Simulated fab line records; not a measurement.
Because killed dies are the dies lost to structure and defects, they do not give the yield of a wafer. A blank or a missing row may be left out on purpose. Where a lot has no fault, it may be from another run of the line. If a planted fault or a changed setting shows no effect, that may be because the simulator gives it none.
Problem report in the 8D (eight disciplines) form, filled by code -- flow sky130 -- the parts of the form that need people (team, actions taken, sign-off) are left out

== 1. PROBLEM STATEMENT ==
rotation deg at SKY_LDD_N_IMPLANT_14 reads a mean of 361.85 degrees on 6 wafers of 2 lots; wafers without a fault read 180.00 degrees with a standard deviation of 0.03. That is +99 or more standard deviations from the usual mean.
Seen first at day 19 22:14 on implanter-04, wafer L413.1. The record holds 39 wafers of 13 lots with a number at this step. Rule for "out", or "out of limits": more than 4 standard deviations from the usual mean. Any other wafer with a number is counted as sound.

== 2. WHAT IT IS, AND WHAT IT ISN'T ==
question,is,is not
which readings at this step,rotation deg,-
which lots,"L413, L414","L408, L409, L410, L421, L422, L426, L427, L428, L429, L430, L431"
which wafers of those lots,all that have a number,-
read on which tools,implanter-04,"implanter-01, implanter-03"
when,from day 19 22:14,"up to then (9 sound wafers); but 24 sound wafers of L421, L422, L426, L427, L428, L429, L430, L431 came after"

== 3. THE SUSPECTS, EACH WITH WHAT RULES IT OUT ==
Counting: a tool at any process step up to the reading remains a suspect when it ran all the lots that are out and ran no sound lot after the first of those.
- implanter-04 at SKY_LDD_N_IMPLANT_14: ruled out as a lasting fault. The sound lots L422, L427, L428, L431 went through it after L413, its earliest lot that is out (day 19 22:14).
Left after counting: nothing in the record.

== 4. THE CAUSE (what the simulator had put in) ==
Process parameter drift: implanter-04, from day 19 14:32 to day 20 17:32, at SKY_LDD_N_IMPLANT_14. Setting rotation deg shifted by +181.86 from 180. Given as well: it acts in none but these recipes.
Counting ruled it out, wrongly.

== 5. THE CHAIN OF EFFECTS, in route order ==
Each row: a reading whose mean over the struck wafers that have a number lies more than 3 standard deviations from the usual. Readings are gone through only where the record gives a usual standard deviation; hours: the median, over the lots, of the time from a lot's start at the first step in this table giving one to that lot's start at this step; sigmas: the change measured in usual standard deviations.
hours,step,reading,usual,on struck wafers,change,sigmas
0,SKY_LDD_N_IMPLANT_14,rotation deg,180.00 degrees,361.85,+181.85,+99 or more
It contains these process steps:
- SKY_LDD_N_IMPLANT_14
Later measuring or inspecting steps at which every struck wafer that the step has a row for has a number for every such reading, and none has moved that far: SKY_SD_P_OVL_MEAS_08, SKY_SD_N_OVL_MEAS_08.

== 6. HOW IT WOULD HAVE BEEN CAUGHT EARLIER ==
In this record the first reading out of limits was taken at day 19 22:14, 8 hours after the fault began at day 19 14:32.
